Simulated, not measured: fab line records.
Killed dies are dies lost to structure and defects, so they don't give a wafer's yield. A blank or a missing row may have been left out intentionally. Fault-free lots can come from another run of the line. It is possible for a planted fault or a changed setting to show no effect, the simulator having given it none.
Problem report in the 8D (eight disciplines) form, filled by code / flow sky130 / the parts of the form that need people (team, actions taken, sign-off) are left out

1. WHAT WENT WRONG
SKY_POLY_GATE_ETCH_16, rf-fwd-power-W: mean 334.3 W on 2 wafers (1 lot); fault-free wafers 398.4 W, standard deviation 1.4. That puts it -46 standard deviations away from the usual mean.
The step: etches Si3N4 in CH3F/O2, stops on poly-Si, time 147.5 s, target depth 75 nm.
First seen on wafer L941.1, day 22 06:48, on rie-diel-01. The record has a number at this step for 15 wafers belonging to 5 lots. By rule, "out" or "out of limits" means more than 4 standard deviations away from the usual mean. The rest of the wafers with a number are treated as sound.

2. WHAT IT IS AND WHAT IT IS NOT
question=which readings at this step | is=rf-fwd-power-W | is not=O2_flow_sccm, drypump-motor-current-A, oes-product-au, throttle-valve-pct
question=which lots | is=L941 | is not=L924, L932, L938, L946
question=which wafers of those lots | is=L941.1, L941.6 | is not=L941.3
question=read on which tools | is=rie-diel-01 | is not=rie-diel-03, rie-diel-04
question=when | is=from day 22 06:48 | is not=up to then (10 sound wafers); but 3 sound wafers of L946 came after

3. SUSPECTS, AND WHAT RULES EACH OUT
Counting: a tool at a process step up to the reading stays a suspect if it ran every lot that is out. Sound lots after the first of them don't rule it out here, since some wafers of a struck lot are sound.
- rie-diel-01 at SKY_POLY_GATE_ETCH_15 (etches BARC in N2/H2, stops on SiO2, time 118.5 s, target depth 110 nm): kept. The lot that is out, L941, ran on it at day 22 06:43; the last sound lot it ran before that was L924, at day 16 03:46.
- rie-diel-01 at SKY_POLY_GATE_ETCH_16 (etches Si3N4 in CH3F/O2, stops on poly-Si, time 147.5 s, target depth 75 nm): kept. The lot that is out, L941, ran on it at day 22 06:48; the last sound lot it ran before that was L924, at day 16 03:51. On those wafers its own readings are out: rf-fwd-power-W.
- Within rie-diel-01 at SKY_POLY_GATE_ETCH_15: the wafers that are out ran in chamber 0; their sound lot-mates ran in chamber 3.
- Within rie-diel-01 at SKY_POLY_GATE_ETCH_16: the wafers that are out ran in chamber 0; their sound lot-mates ran in chamber 3.
After counting, rie-diel-01 at SKY_POLY_GATE_ETCH_15 and rie-diel-01 at SKY_POLY_GATE_ETCH_16 remain.

4. THE CAUSE (what the simulator had put in)
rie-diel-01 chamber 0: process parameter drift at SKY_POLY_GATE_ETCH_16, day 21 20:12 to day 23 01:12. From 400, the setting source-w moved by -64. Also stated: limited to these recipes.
2 suspects survive the count, and this tool is in that group.

5. THE CHAIN OF EFFECTS, in route order
Rows list readings where the struck wafers' mean (over those with a number) sits beyond 3 standard deviations from the usual. Only readings whose record carries a usual standard deviation are examined. hours: median over the lots of the time between each lot's start at the first step of this table that gives one and its start at this step. sigmas: the change, counted in usual standard deviations.
hours=0; step=SKY_POLY_GATE_ETCH_16; reading=rf-fwd-power-W; usual=398.4 W; on struck wafers=334.3; change=-64.1; sigmas=-46
hours=0; step=SKY_POLY_GATE_STRIP_18; reading=strip-time-to-endpoint-s; usual=3.16 s; on struck wafers=3.27; change=+0.11; sigmas=+3.1
Its process steps:
- SKY_POLY_GATE_ETCH_16: etches Si3N4 in CH3F/O2, stops on poly-Si, time 147.5 s, target depth 75 nm.
- SKY_POLY_GATE_STRIP_18: strips in O2/N2.

6. HOW IT WOULD HAVE BEEN CAUGHT EARLIER
First out-of-limits reading in this record: day 22 06:48, which is 11 hours after fault onset at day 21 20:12.
